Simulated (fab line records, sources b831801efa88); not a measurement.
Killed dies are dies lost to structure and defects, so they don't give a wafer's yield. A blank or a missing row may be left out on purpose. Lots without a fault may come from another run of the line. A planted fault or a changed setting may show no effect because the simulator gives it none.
fab line records | flow sky130
record lots=6 wafers=18 last_day=50
route steps=708 shown LDD_P@263 LDD_HVN@267 LDD_HVP@278 PAD_OPEN@708
lots that met no fault: from a run of the same line without faults
start_h: hours from the record's first day to the start of the lot's first wafer shown | wait_h: hours since the lot's step before | " the same as in the row above | L1.1+2: a row that stands for several wafers | - no value, or no start given | * or withheld: withheld | < > ~ a bound
route shown NAME@n: a module of which the file shows steps, and the number in the route of the first | usual: mean/standard deviation of fault-free wafers | same: alike in all rows | chamber/n: place in a boat | sites: the reading at each site | _std_site: their standard deviation | _edge_site: outer sites' mean less inner sites' | radius_mm: how far each site lies from the wafer's centre | mask NAME#n: copy n | behind: the tool/chamber that last shaped the wafer | hold: why the lot was held/for how many hours/how that ended | device: the transistor (n, p or np) that didn't switch | end of line: the same wafers' tests at the end of the route | a step without rows: its recipe alone | killed: dies lost to structure and defects at the first sort, not the wafer's yield | map: a wafer's dies, x killed, . not, _ none there
set.NAME: the setting as run; set.NAME@STEP: as run at that earlier step | model.NAME: the simulator's own value behind a step, which no gauge read
lots at some steps of the route; a table a step, a row a wafer
services: from which hour (start_h, from the record's first day; less than 0 if before it) a tool's chamber was out of use, for how many hours, and why
## steps
# step SKY_LDD_P_OVL_MEAS_08
# usual LDD_P_OVL=-0.5/1.4
# columns lot.wafer tool chamber start_h wait_h LDD_P_OVL[nm]
L956.1 overlay-01 - 441.49 0.1 1.4
L956.2 " - " " -0.2
L956.5 " - " " 1.1
L965.1 overlay-02 - 533.98 0.1 -1.0
L965.3 " - " " -1.9
L965.5 " - " " -0.5
L971.2 overlay-01 - 574.85 0.1 1.3
L971.4 " - " " 1.6
L971.5 " - " " 0.1
L972.1 overlay-02 - 582.79 0.1 0.5
L972.4 " - " " 0.0
L972.5 " - " " -2.6
L975.3 overlay-02 - 614.05 0.1 -3.2
L975.4 " - " " -1.7
L975.5 " - " " -2.6
L977.1 overlay-02 - 622.74 0.1 0.2
L977.5 " - " " -0.8
L977.6 " - " " 0.4
# step SKY_LDD_P_IMPLANT_09
# recipe species=BF2 energy_kev=25 dose_cm2=9.849e+12 tilt_deg=withheld
# step SKY_LDD_P_STRIP_10
# recipe chemistry=O2/N2 power_w=1400 pressure_mtorr=1500 platen_temp_c=withheld o2_flow_sccm=3000 n2_flow_sccm=300 overash_fraction=0.5
# usual drypump_motor_current_A=5.8/0.57 oes_product_au=0.715/0.0045 strip_time_to_endpoint_s=14.22/0.038
# columns lot.wafer tool chamber start_h wait_h drypump_motor_current_A oes_product_au rf_hours_counter_h strip_time_to_endpoint_s
L956.1 plasma_asher-04 1 441.67 0.1 5.6 0.710 1 14.25
L956.2 " 0 " " 5.0 0.716 1 14.26
L956.5 " 0 " " 5.0 0.713 - 14.29
L965.1 plasma_asher-02 0 534.16 0.1 5.2 0.710 88 14.27
L965.3 " 0 " " 5.2 0.729 - 14.28
L965.5 " 1 " " 6.5 0.715 - 14.27
L971.2 plasma_asher-02 0 575.03 0.1 5.2 0.712 92 14.25
L971.4 " 0 " " 5.2 0.718 - 14.23
L971.5 " 0 " " 5.2 0.711 - 14.19
L972.1 plasma_asher-03 0 582.98 0.1 6.0 0.712 74 14.30
L972.4 " 1 " " 5.9 0.714 - 14.26
L972.5 " 0 " " 6.0 0.717 - 14.23
L975.3 plasma_asher-02 1 614.26 0.1 6.5 0.708 - 14.26
L975.4 " 0 " " 5.2 0.722 - 14.28
L975.5 " 0 " " 5.2 0.710 - 14.22
L977.1 plasma_asher-03 1 622.93 0.1 5.8 0.717 78 14.18
L977.5 " 0 " " 6.0 0.718 - 14.16
L977.6 " 1 " " 5.8 0.722 - 14.17
# step SKY_LDD_P_TW_MEAS_11
# usual LDD_P_TW=635/5.4
# columns lot.wafer tool chamber start_h wait_h LDD_P_TW
L956.1 film_metro-01 - 441.77 0.1 630
L956.2 " - " " 631
L956.5 " - " " 631
L965.1 film_metro-01 - 534.26 0.1 627
L965.3 " - " " 628
L965.5 " - " " 630
L971.2 film_metro-04 - 575.14 0.1 641
L971.4 " - " " 639
L971.5 " - " " 639
L972.1 film_metro-03 - 583.08 0.1 636
L972.4 " - " " 635
L972.5 " - " " 635
L975.3 film_metro-04 - 614.35 0.1 639
L975.4 " - " " 643
L975.5 " - " " 643
L977.1 film_metro-01 - 623.03 0.1 632
L977.5 " - " " 637
L977.6 " - " " 629
# step SKY_LDD_HVN_DEHYDRATE_00
# recipe temp_c=200 time_s=60
# step SKY_LDD_HVN_HMDS_01
# recipe prime_time_s=60 prime_temp_c=120
# step SKY_LDD_HVN_COAT_02
# recipe resist=NOVOLAK spin_rpm=3000 resist_thk_nm=300
# step SKY_LDD_HVN_SOFTBAKE_03
# recipe temp_c=90 time_s=60 resist=NOVOLAK
# step SKY_LDD_HVN_EXPOSE_04
# recipe mask_id=HVNTM na=0.6 source_shape=conventional sigma_outer=0.6 polarization=unpolarized target_cd_nm=700 dose_mj=127
# step SKY_LDD_HVN_PEB_05
# recipe temp_c=withheld time_s=* resist=NOVOLAK
# step SKY_LDD_HVN_DEVELOP_06
# recipe resist=NOVOLAK developer=TMAH develop_time_s=60 dev_temp_c=23
# step SKY_LDD_HVN_OVL_MEAS_07
# usual LDD_HVN_OVL=0.3/1.6
# columns lot.wafer tool chamber start_h wait_h LDD_HVN_OVL[nm]
L956.1 overlay-01 - 472.78 0.1 -2.6
L956.2 " - " " -0.4
L956.5 " - " " -1.4
L965.1 overlay-02 - 564.73 0.1 0.2
L965.3 " - " " 0.2
L965.5 " - " " 0.1
L971.2 overlay-02 - 603.49 0.1 0.7
L971.4 " - " " 0.7
L971.5 " - " " 0.1
L972.1 overlay-01 - 611.77 0.1 3.6
L972.4 " - " " 2.7
L972.5 " - " " 0.0
L975.3 overlay-01 - 642.28 0.1 1.2
L975.4 " - " " 2.0
L975.5 " - " " 3.0
L977.1 overlay-01 - 650.47 0.1 -1.2
L977.5 " - " " 0.9
L977.6 " - " " 0.2
# step SKY_LDD_HVN_IMPLANT_08
# recipe species=P energy_kev=60 dose_cm2=3e+13 tilt_deg=40
# usual beam_energy_keV=60.000/0.017
# same implant_ion_amu=31
# columns lot.wafer tool chamber start_h wait_h beam_energy_keV model.implant.rp_nm model.implant.drp_nm
L956.1 implanter-02 0 472.82 0.0 59.976 55.45 28.15
L956.2 " 0 " " 59.993 55.45 28.15
L956.5 " 0 " " 59.976 55.45 28.15
L965.1 implanter-03 0 564.77 0.0 60.012 54.04 28.15
L965.3 " 0 " " 60.037 54.04 28.15
L965.5 " 0 " " 59.999 54.04 28.15
L971.2 implanter-02 0 603.54 0.0 86.346 80.59 38.46
L971.4 " 0 " " 86.390 80.59 38.46
L971.5 " 0 " " 86.377 80.59 38.46
L972.1 implanter-02 0 611.81 0.0 86.374 83.07 38.46
L972.4 " 0 " " 86.379 83.07 38.46
L972.5 " 0 " " 86.325 83.07 38.46
L975.3 implanter-03 0 642.36 0.1 60.038 55.14 28.15
L975.4 " 0 " " 60.015 55.14 28.15
L975.5 " 0 " " 59.976 55.14 28.15
L977.1 implanter-03 0 650.50 0.0 59.987 56.06 28.15
L977.5 " 0 " " 59.985 56.06 28.15
L977.6 " 0 " " 59.997 56.06 28.15
# step SKY_LDD_HVN_STRIP_09
# recipe chemistry=O2/N2 power_w=1400 pressure_mtorr=1500 platen_temp_c=withheld o2_flow_sccm=3000 n2_flow_sccm=300 overash_fraction=0.5
# usual drypump_motor_current_A=5.9/0.47 oes_product_au=0.408/0.0057 strip_time_to_endpoint_s=4.139/0.023
# columns lot.wafer tool chamber start_h wait_h drypump_motor_current_A oes_product_au rf_hours_counter_h strip_time_to_endpoint_s
L956.1 plasma_asher-02 0 472.97 0.1 5.2 0.413 81 4.149
L956.2 " 1 " " 6.6 0.406 81 4.156
L956.5 " 0 " " 5.2 0.418 - 4.197
L965.1 plasma_asher-02 0 564.92 0.1 5.2 0.402 91 4.118
L965.3 " 1 " " 6.5 0.402 - 4.101
L965.5 " 0 " " 5.2 0.406 - 4.121
L971.2 plasma_asher-03 0 603.67 0.1 6.0 0.410 76 4.141
L971.4 " 1 " " 5.9 0.413 - 4.105
L971.5 " 1 " " 5.9 0.414 - 4.113
L972.1 plasma_asher-02 1 611.96 0.1 6.5 0.402 95 4.162
L972.4 " 1 " " 6.5 0.404 - 4.140
L972.5 " 1 " " 6.4 0.409 - 4.150
L975.3 plasma_asher-02 0 642.49 0.1 5.2 0.417 - 4.146
L975.4 " 1 " " 6.5 0.402 - 4.111
L975.5 " 1 " " 6.5 0.401 - 4.122
L977.1 plasma_asher-01 1 650.65 0.1 5.4 0.410 51 4.123
L977.5 " 0 " " 5.7 0.407 - 4.114
L977.6 " 1 " " 5.4 0.406 - 4.136
# step SKY_LDD_HVN_TW_MEAS_10
# usual LDD_HVN_TW=1443/17
# columns lot.wafer tool chamber start_h wait_h LDD_HVN_TW
L956.1 film_metro-01 - 473.07 0.1 1430
L956.2 " - " " 1441
L956.5 " - " " 1440
L965.1 film_metro-02 - 565.02 0.1 1422
L965.3 " - " " 1419
L965.5 " - " " 1411
L971.2 film_metro-04 - 603.78 0.1 1599
L971.4 " - " " 1604
L971.5 " - " " 1599
L972.1 film_metro-01 - 612.06 0.1 1578
L972.4 " - " " 1582
L972.5 " - " " 1576
L975.3 film_metro-04 - 642.58 0.1 1457
L975.4 " - " " 1449
L975.5 " - " " 1463
L977.1 film_metro-04 - 650.75 0.1 1470
L977.5 " - " " 1478
L977.6 " - " " 1467
# step SKY_LDD_HVP_DEHYDRATE_00
# recipe temp_c=200 time_s=60
# step SKY_PAD_OPEN_PROBE_99
# usual killed_at_M0_to_M3=44/6.6 killed_at_M4_up=3.0/2 killed_at_contacts=24/5.1 killed_at_front_end=15/4.1 killed_at_other=0.4/0.62 killed_dies=86/9.3 killed_open=46/6.8 killed_short=40/5.8
# same gross_dies=492 killed_at_back_side=0
# columns lot.wafer tool chamber start_h wait_h killed_at_M0_to_M3 killed_at_M4_up killed_at_contacts killed_at_front_end killed_at_other killed_dies killed_open killed_short model.etest.tip_n_5v.rs_ohm_sq model.etest.nfet_g5v0d10v5.r_on_ohm_um model.etest.nfet_g5v0d10v5.drive_ua_um model.etest.nfet_05v0_nvt.drive_ua_um model.etest.ring_5v.delay_ps model.etest.nfet_05v0_nvt.off_log10_a_um model.etest.nfet_g5v0d10v5.vt_sat_v model.etest.nfet_g5v0d10v5.vt_v
L956.1 prober-02 - 1078.05 0.1 48 4 17 13 0 82 42 40 1403 1842 621.8 586.7 44.02 -11.08 0.7548 0.8083
L956.2 prober-02 - 1078.10 0.1 45 2 17 10 0 74 49 25 1403 1868 609.7 577.9 44.44 -11.06 0.7676 0.8232
L956.5 prober-02 - 1078.25 0.2 42 3 29 16 1 91 44 47 1404 1868 608.1 573.6 44.83 -11.01 0.7607 0.8174
L965.1 prober-01 - 1140.07 0.1 49 6 26 22 1 104 53 51 1441 1914 591.7 568.5 44.89 -11.24 0.7901 0.8453
L965.3 prober-01 - 1140.17 0.2 44 2 17 17 2 82 47 33 1416 1896 597.4 571.7 44.82 -11.06 0.7849 0.8402
L965.5 prober-01 - 1140.27 0.2 53 4 26 14 0 97 49 48 1429 1900 596.8 569.4 45.03 -11.12 0.7814 0.8339
L971.2 prober-02 - 1164.73 0.1 38 1 23 5 0 67 31 35 1184 1755 654.9 607.2 43.35 -10.67 0.6718 0.7605
L971.4 prober-02 - 1164.83 0.2 39 1 21 11 0 72 39 33 1190 1757 656 608.3 43.1 -10.58 0.674 0.7648
L971.5 prober-02 - 1164.88 0.2 55 1 31 11 0 98 50 45 1189 1767 650.8 605.9 43.29 -10.59 0.6804 0.7711
L972.1 prober-01 - 1169.38 0.1 41 1 18 20 1 81 41 40 1185 1770 644.5 596.9 43.81 -10.63 0.6795 0.7739
L972.4 prober-01 - 1169.53 0.2 38 1 31 13 1 84 52 32 1178 1783 632.6 587.4 44.1 -10.64 0.6798 0.7765
L972.5 prober-01 - 1169.58 0.2 27 3 28 18 1 77 40 37 1196 1777 651.4 599.6 43.71 -10.58 0.681 0.771
L975.3 prober-01 - 1187.54 0.2 46 1 26 14 0 87 43 44 1398 1870 612 580.4 43.85 -10.87 0.7654 0.8227
L975.4 prober-01 - 1187.59 0.2 48 1 15 9 2 75 47 28 1393 1863 623.3 589.1 44.61 -10.79 0.7494 0.803
L975.5 prober-01 - 1187.64 0.2 33 1 22 10 1 67 37 30 1394 1885 612.2 582.3 44.62 -10.85 0.772 0.8284
L977.1 prober-01 - 1191.75 0.1 47 2 29 14 1 93 52 41 1372 1901 604.5 576.7 44.73 -10.93 0.7609 0.8179
L977.5 prober-01 - 1191.95 0.2 48 0 28 9 0 85 47 38 1370 1867 613.1 584.3 44.49 -11.13 0.7489 0.8064
L977.6 prober-01 - 1192.00 0.2 48 7 25 20 0 100 63 36 1386 1882 608.5 578.7 44.4 -10.86 0.7557 0.8115
# killed by level:class
L956.1 VIA2:geometric_particle:open=11 METAL2:geometric_particle:short=9 VIA1:geometric_particle:open=8 LOCAL_INTERCONNECT:geometric_particle:short=7 CONTACT:geometric_particle:open=5 VIA1:geometric_particle:short=5 VIA2:geometric_particle:short=5 POLY_GATE:geometric_particle:open=4
L956.2 VIA3:geometric_particle:open=12 CONTACT:geometric_particle:open=10 VIA1:geometric_particle:open=10 METAL1:geometric_particle:short=7 FIELD_ISO:geometric_particle:open=4 METAL2:geometric_particle:short=4 LI_CONTACT:geometric_particle:open=3 CONTACT:geometric_particle:short=3
L956.5 CONTACT:geometric_particle:short=13 CONTACT:geometric_particle:open=11 VIA1:geometric_particle:open=11 VIA2:geometric_particle:open=8 METAL1:geometric_particle:short=6 VIA3:geometric_particle:open=6 POLY_GATE:geometric_particle:short=4 FIELD_ISO:geometric_particle:short=3
L965.1 VIA1:geometric_particle:open=14 POLY_GATE:geometric_particle:short=9 CONTACT:geometric_particle:open=8 LI_CONTACT:geometric_particle:open=8 VIA1:geometric_particle:short=7 METAL1:geometric_particle:short=6 VIA2:geometric_particle:open=6 LI_CONTACT:geometric_particle:short=5
L965.3 VIA1:geometric_particle:open=15 VIA3:geometric_particle:open=7 POLY_GATE:geometric_particle:short=6 CONTACT:geometric_particle:short=6 VIA1:geometric_particle:short=6 POLY_GATE:geometric_particle:open=5 LI_CONTACT:geometric_particle:open=5 VIA2:geometric_particle:open=5
L965.5 VIA1:geometric_particle:open=14 LI_CONTACT:geometric_particle:open=11 METAL1:geometric_particle:short=8 METAL2:geometric_particle:short=7 POLY_GATE:geometric_particle:short=6 VIA2:geometric_particle:open=5 CONTACT:geometric_particle:open=5 VIA1:geometric_particle:short=5
L971.2 VIA1:geometric_particle:open=8 CONTACT:geometric_particle:short=7 LI_CONTACT:geometric_particle:open=5 VIA3:geometric_particle:open=5 CONTACT:geometric_particle:open=4 METAL1:geometric_particle:short=4 VIA2:geometric_particle:open=4 VIA2:geometric_particle:short=4
L971.4 VIA1:geometric_particle:open=12 CONTACT:geometric_particle:open=7 METAL1:geometric_particle:short=7 CONTACT:geometric_particle:short=5 VIA3:geometric_particle:short=5 LI_CONTACT:geometric_particle:short=4 VIA2:geometric_particle:open=4 FIELD_ISO:geometric_particle:open=3
L971.5 CONTACT:geometric_particle:open=11 VIA1:geometric_particle:open=11 VIA3:geometric_particle:open=9 LOCAL_INTERCONNECT:geometric_particle:short=7 VIA2:geometric_particle:open=7 VIA2:geometric_particle:short=6 VIA3:geometric_particle:short=5 FIELD_ISO:geometric_particle:short=4
L972.1 LI_CONTACT:geometric_particle:open=7 VIA1:geometric_particle:open=7 FIELD_ISO:geometric_particle:short=6 VIA1:geometric_particle:short=6 METAL3:geometric_particle:short=6 CONTACT:geometric_particle:open=5 METAL1:geometric_particle:short=5 METAL2:geometric_particle:short=5
L972.4 LI_CONTACT:geometric_particle:open=11 CONTACT:geometric_particle:open=10 VIA1:geometric_particle:open=10 METAL2:geometric_particle:short=7 CONTACT:geometric_particle:short=4 VIA2:geometric_particle:open=4 VIA3:geometric_particle:open=4 FIELD_ISO:geometric_particle:open=3
L972.5 CONTACT:geometric_particle:open=11 LI_CONTACT:geometric_particle:open=7 METAL1:geometric_particle:short=6 VIA1:geometric_particle:open=6 LOCAL_INTERCONNECT:geometric_particle:short=5 FIELD_ISO:geometric_particle:open=4 FIELD_ISO:geometric_particle:short=4 VIA1:geometric_particle:short=4
L975.3 VIA1:geometric_particle:open=14 CONTACT:geometric_particle:open=11 METAL2:geometric_particle:short=7 LOCAL_INTERCONNECT:geometric_particle:short=6 METAL1:geometric_particle:short=5 LI_CONTACT:geometric_particle:open=5 METAL3:geometric_particle:short=5 VIA3:geometric_particle:short=4
L975.4 VIA1:geometric_particle:open=15 VIA2:geometric_particle:open=11 LI_CONTACT:geometric_particle:open=6 METAL1:geometric_particle:short=5 VIA3:geometric_particle:open=4 FIELD_ISO:geometric_particle:short=3 CONTACT:geometric_particle:open=3 METAL2:geometric_particle:short=3
L975.5 VIA1:geometric_particle:open=9 CONTACT:geometric_particle:open=8 CONTACT:geometric_particle:short=6 VIA3:geometric_particle:open=6 VIA2:geometric_particle:open=5 METAL2:geometric_particle:short=5 FIELD_ISO:geometric_particle:short=3 LOCAL_INTERCONNECT:geometric_particle:short=3
L977.1 CONTACT:geometric_particle:open=13 VIA1:geometric_particle:open=9 VIA2:geometric_particle:open=9 CONTACT:geometric_particle:short=6 VIA3:geometric_particle:short=6 LI_CONTACT:geometric_particle:open=5 METAL1:geometric_particle:short=5 METAL2:geometric_particle:short=5
L977.5 VIA3:geometric_particle:open=11 LI_CONTACT:geometric_particle:short=7 VIA1:geometric_particle:open=7 VIA1:geometric_particle:short=6 LI_CONTACT:geometric_particle:open=6 CONTACT:geometric_particle:open=6 VIA2:geometric_particle:open=6 POLY_GATE:geometric_particle:open=4
L977.6 VIA1:geometric_particle:open=15 CONTACT:geometric_particle:open=10 VIA2:geometric_particle:open=9 VIA3:geometric_particle:open=8 POLY_GATE:geometric_particle:open=7 LI_CONTACT:geometric_particle:open=6 CONTACT:geometric_particle:short=6 POLY_GATE:geometric_particle:short=4
## services
# columns tool chamber start_h hours kind
implanter-03 - 421.04 4.9 repair
plasma_asher-04 - 421.25 9.0 pm
plasma_asher-04 0 421.25 9.2 vent_cycle
plasma_asher-04 1 421.25 9.2 vent_cycle
plasma_asher-04 - 425.27 5.1 repair
plasma_asher-04 0 430.25 - clean
plasma_asher-04 1 430.25 - clean
plasma_asher-03 - 436.00 11.1 pm
plasma_asher-01 - 469.66 15.6 pm
implanter-03 - 470.87 1.5 repair
implanter-02 - 482.25 19.3 repair
implanter-02 - 501.50 4.2 pm
plasma_asher-04 - 505.99 5.8 repair
plasma_asher-03 - 534.75 1.3 repair
implanter-03 - 580.59 28.1 pm
implanter-03 - 608.69 3.2 pm
## key
first_sign step=SKY_LDD_HVN_IMPLANT_08 reading=beam_energy_keV direction=up sigmas=99+ usual=* struck=*
effect step=SKY_LDD_HVN_TW_MEAS_10 reading=LDD_HVN_TW direction=up sigmas=8.5 usual=1443 struck=1590
model_effect step=SKY_LDD_HVN_IMPLANT_08 value=implant.rp_nm without=56.22 struck=81.83
model_effect step=SKY_PAD_OPEN_PROBE_99 value=etest.tip_n_5v.rs_ohm_sq without=1372 struck=1187
met_at SKY_LDD_HVN_IMPLANT_08
struck_wafers L971.2,L971.4,L971.5,L972.1,L972.4,L972.5
tester_left_out L971,L972
onset_between 472.82 603.54
fault kind=process_parameter_drift tool=implanter-02 chamber=- onset_h=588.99 steps=SKY_LDD_HVN_IMPLANT_08 channel=energy_kev offset=* shape=step end_h=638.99 acts_in=* stated=*
# tester_left_out: of these lots the tester's yield and bins aren't shown, on N5 and GAA mostly nor the transistor test; their killed dies are dies lost to structure and defects alone, not to doping, threshold or leakage, so they don't give the yield
